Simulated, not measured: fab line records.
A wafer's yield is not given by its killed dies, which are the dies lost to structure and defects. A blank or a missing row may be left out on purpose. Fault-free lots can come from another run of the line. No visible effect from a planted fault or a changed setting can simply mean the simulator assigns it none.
Struck lot and sound lot, side by side / flow gf180mcu / 14 out of 602 route steps
Sound: wafers L586.1, L586.2, L586.4. Wafers struck: L584.1, L584.4, L584.6. At the end, the cause is stated.
Each step with rows lists, per side, the tool, then ch with its chambers, then its first start. Under that, the readings that differ: sound wafers / struck wafers / difference of the means / sigmas: that difference in standard deviations of wafers without a fault.
alike: same words and numbers on both sides, and readings whose means sit less than 2 such deviations apart. not compared: any withheld reading, any reading some wafer has no value for, any bound like >300 that may hide the same value, and any number with overlapping values for which the record gives no deviation.
The two part at a step that has a row with sigmas, a row that says differs or no value, or rows on one side only. Numbers that have no deviation but don't overlap get no sigmas and don't part them. A reading missing from all wafers of one side parts the sides only when that side holds two or more wafers.

first, 6 steps without rows for these wafers: GF_M3_HMDS_08 (prime time 60 s); GF_M3_COAT_09 (resist thk 1000 nm); GF_M3_SOFTBAKE_10 (time 60 s); GF_M3_EXPOSE_11 (exposes mask Metal3, target cd 280 nm); GF_M3_PEB_12 (peb time 90 s); GF_M3_DEVELOP_13 (develop time 60 s).
GF_M3_CD_MEAS_14: the cd target is 280 nm.
  struck on cd_sem-02, day 27 21:48; sound on cd_sem-02, day 28 15:33
  alike: cd_nm
GF_M3_OVL_MEAS_15:
  struck on overlay-01, day 27 21:55; sound on overlay-01, day 28 15:40
  alike: M3_OVL
GF_M3_METAL_ETCH_16: etches the open film in Cl2/BCl3, stops on SiO2, target depth 627.5 nm, time 104.6 s.
  sound on rie_metal-02 ch 0,1, day 28 15:43; struck on rie_metal-01 ch 1, day 27 21:57
  alike: bias_w, chamber_pressure_mTorr, drypump_motor_current_A, oes_product_au, throttle_valve_pct
  not compared: rf_hours_counter_h
GF_M3_STRIP_17: strips in O2/N2.
  sound on plasma_asher-03 ch 0,1, day 28 15:52; struck on plasma_asher-03 ch 1, day 27 22:04
reading=strip_time_to_endpoint_s (s); sound=7.82 7.88 7.80; struck=7.96 7.96 7.96; difference=+0.13; sigmas=+2
  alike: chamber_pressure_mTorr, drypump_motor_current_A, heater_power_w, o2_flow_sccm, oes_product_au
  not compared: rf_hours_counter_h
then, 2 steps without rows for these wafers: GF_M3_STRIP_18 (strips in post etch residue remover, time 1200 s); GF_M3_CLEAN_19 (cleans in DIW).
GF_V3_CVD_00: deposits SiO2, target thk 600 nm, time 100 s.
  sound on hdpcvd-02 ch 1,2, day 28 16:26; struck on hdpcvd-02 ch 0,2, day 27 22:41
  no value came back on the struck wafers for pressure_mtorr (mTorr), run_length_s (s); on the sound wafers pressure_mtorr (mTorr) reads 6.018 6.006 6.019
GF_V3_CVD_02: deposits SiO2 from TEOS, target thk 850 nm, time 94.851 s.
  sound on pecvd-02 ch 0,1, day 28 16:34; struck on pecvd-02 ch 0,2, day 27 22:49
  alike: heater_power_outer_w, heater_power_w
  not compared: since_wet_clean_h

== WHERE THEY PART ==
First at GF_M3_STRIP_17; last, within this record, at GF_V3_CVD_00. Later steps at which nothing parts them and some readings are alike: GF_V3_CVD_02.

WHY: what the simulator had put in
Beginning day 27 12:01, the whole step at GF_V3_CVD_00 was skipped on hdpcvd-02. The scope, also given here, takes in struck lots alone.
